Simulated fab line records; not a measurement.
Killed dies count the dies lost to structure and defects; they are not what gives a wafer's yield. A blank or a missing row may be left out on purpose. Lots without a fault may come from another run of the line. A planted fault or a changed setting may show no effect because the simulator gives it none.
What tool caused it? -- flow sky130 -- Sampling: 11 lots, 33 wafers, 4 of 708 route steps

## WHAT THE GAUGES SHOWED, per wafer
SKY_VIA4_THK_MEAS_01.
lot,measured,on,VIA4_HDPCVD_THK (nm)
L379,day 42 09:34,film metro-01,1773 1724 1768
L380,day 42 10:49,film metro-03,1769 1786 1780
L382,day 42 20:43,film metro-01,1727 1728 1723
L384,day 44 01:22,film metro-03,1749 1744 1751
L385,day 44 04:08,film metro-03,1739 1748 1756
L386,day 44 05:15,film metro-03,1723 1742 1747
L389,day 44 22:16,film metro-03,1737 1768 1759
L391,day 45 12:11,film metro-01,1746 1760 1783
L390,day 45 14:03,film metro-02,1753 1808 1771
L396,day 47 03:17,film metro-01,1753 1722 1424
L402,day 47 22:19,film metro-01,1743 1704 1732

## TOOL THAT RAN EACH LOT (tool first, then ch and the chambers of the sampled wafers, then the start)
lot,SKY_VIA3_ETCH_15,SKY_VIA3_CVD_21,SKY_VIA4_HDPCVD_00
L379,"rie diel-02 ch 1,2, day 40 05:23","cvd w-02 ch 0,1, day 40 06:08","hdpcvd-01 ch 0,1,2, day 42 09:22"
L380,"rie diel-03 ch 1,2,3, day 40 05:29","cvd w-02 ch 0,1, day 40 06:16","hdpcvd-01 ch 0,2, day 42 10:39"
L382,"rie diel-02 ch 0,1,2, day 40 17:10","cvd w-02 ch 0,1, day 40 18:19","hdpcvd-02 ch 1,2, day 42 20:32"
L384,"rie diel-02 ch 0,1,2, day 41 23:17","cvd w-01 ch 0,1, day 42 00:04","hdpcvd-01 ch 0,1, day 44 01:11"
L385,"rie diel-03 ch 0,1,3, day 42 00:59","cvd w-01 ch 0,1, day 42 01:51","hdpcvd-02 ch 1,2, day 44 03:57"
L386,"rie diel-02 ch 0,1,2, day 42 02:01","cvd w-02 ch 0,1, day 42 02:47","hdpcvd-02 ch 0,1,2, day 44 05:04"
L389,"rie diel-03 ch 0,3, day 42 22:17","cvd w-02 ch 0,1, day 42 23:21","hdpcvd-02 ch 0,2, day 44 22:04"
L391,"rie diel-01 ch 0,3, day 43 12:11","cvd w-01 ch 1, day 43 12:54","hdpcvd-02 ch 0,1, day 45 11:43"
L390,"rie diel-01 ch 1,2,3, day 43 13:52","cvd w-01 ch 0,1, day 43 14:40","hdpcvd-02 ch 1,2, day 45 13:46"
L396,"rie diel-03 ch 0,1, day 45 05:55","cvd w-01 ch 0,1, day 45 06:38","hdpcvd-02 ch 0,2, day 47 03:06"
L402,"rie diel-03 ch 0,3, day 46 02:08","cvd w-01 ch 0, day 46 03:20","hdpcvd-01 ch 0,1, day 47 22:08"
- SKY_VIA3_ETCH_15: etches SiO2 in C4F8/O2/Ar, stops on TiN, target depth 507 nm, time 78 s.
- SKY_VIA3_CVD_21: deposits W, target thk 390 nm, time 117.31 s.
- SKY_VIA4_HDPCVD_00: deposits SiO2, target thk 1750 nm, time 291.7 s.

## AS READ BY THE TOOLS THEMSELVES (means over the sampled wafers that have a number; for cases with no such wafer, the mark the record gives instead)
SKY_VIA3_ETCH_15.
lot,tool,oes product au (a.u.)
L379,rie diel-02,0.943
L380,rie diel-03,0.948
L382,rie diel-02,0.946
L384,rie diel-02,0.947
L385,rie diel-03,0.954
L386,rie diel-02,0.950
L389,rie diel-03,0.941
L391,rie diel-01,0.946
L390,rie diel-01,0.944
L396,rie diel-03,0.946
L402,rie diel-03,0.944

SKY_VIA3_CVD_21.
lot,tool,heater power w (W)
L379,cvd w-02,974
L380,cvd w-02,954
L382,cvd w-02,989
L384,cvd w-01,933
L385,cvd w-01,933
L386,cvd w-02,958
L389,cvd w-02,976
L391,cvd w-01,876
L390,cvd w-01,938
L396,cvd w-01,923
L402,cvd w-01,960

SKY_VIA4_HDPCVD_00.
lot,tool,pressure mtorr (mTorr),sih4 flow sccm (sccm)
L379,hdpcvd-01,6.000,59.97
L380,hdpcvd-01,6.014,59.98
L382,hdpcvd-02,6.012,60.12
L384,hdpcvd-01,6.009,60.06
L385,hdpcvd-02,5.998,60.07
L386,hdpcvd-02,6.000,60.05
L389,hdpcvd-02,5.996,60.15
L391,hdpcvd-02,5.990,60.02
L390,hdpcvd-02,6.005,60.07
L396,hdpcvd-02,5.998,56.09
L402,hdpcvd-01,6.015,60.06

## THE ANSWER, worked out from the rows above alone
Rule: what is usual is taken from the lots themselves. The widest of any qualifying gaps counts: lots, ordered by their means at a reading, are off when they make up no more than a third of the lots, leave a main group of 4 or more, and stand apart from it by 3 or more times the standard deviation of that group's means. A main group is skipped when, at the precision printed for the reading in the tables above, its means are all equal. Also off: a lot with no number at a reading for which 4 or more lots have one. Any other lot the step has rows for is counted as sound. Order of review: gauges by route order, followed by the tools' own readings, for which a lot's mean as printed above is used. The first step at which some lot is off is used, and at that step the reading that is off furthest; a lot without a number counts as furthest.
Off: at SKY_VIA4_THK_MEAS_01 (VIA4_HDPCVD_THK), L396. For the main group the mean is 1751 nm and the standard deviation 17.
A tool fits if, at a process step before that reading, it ran every lot that is off, and no sound lot after the first of them. The gauges at SKY_VIA4_THK_MEAS_01 aren't tried: what is off there is off at SKY_VIA4_HDPCVD_00 too, on other tools, and a gauge's error can't cause that. One fits: hdpcvd-02 at SKY_VIA4_HDPCVD_00. A fault onset in the window from L390 (day 45 13:46, its last sound lot) to L396 (day 47 03:06, its first lot off) fits.
On the lots that are off, the tool's own readings at SKY_VIA4_HDPCVD_00 differ by more than 5 times the standard deviation of the sound lots' means, which bears it out; sih4 flow sccm reads 56.09 sccm there versus 60.05 sccm on the sound lots.

## WHAT WAS PUT IN BY THE SIMULATOR
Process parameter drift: hdpcvd-02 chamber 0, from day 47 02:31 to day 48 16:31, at SKY_VIA4_HDPCVD_00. Setting sih4 flow sccm, moved by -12, from 60. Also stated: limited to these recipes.
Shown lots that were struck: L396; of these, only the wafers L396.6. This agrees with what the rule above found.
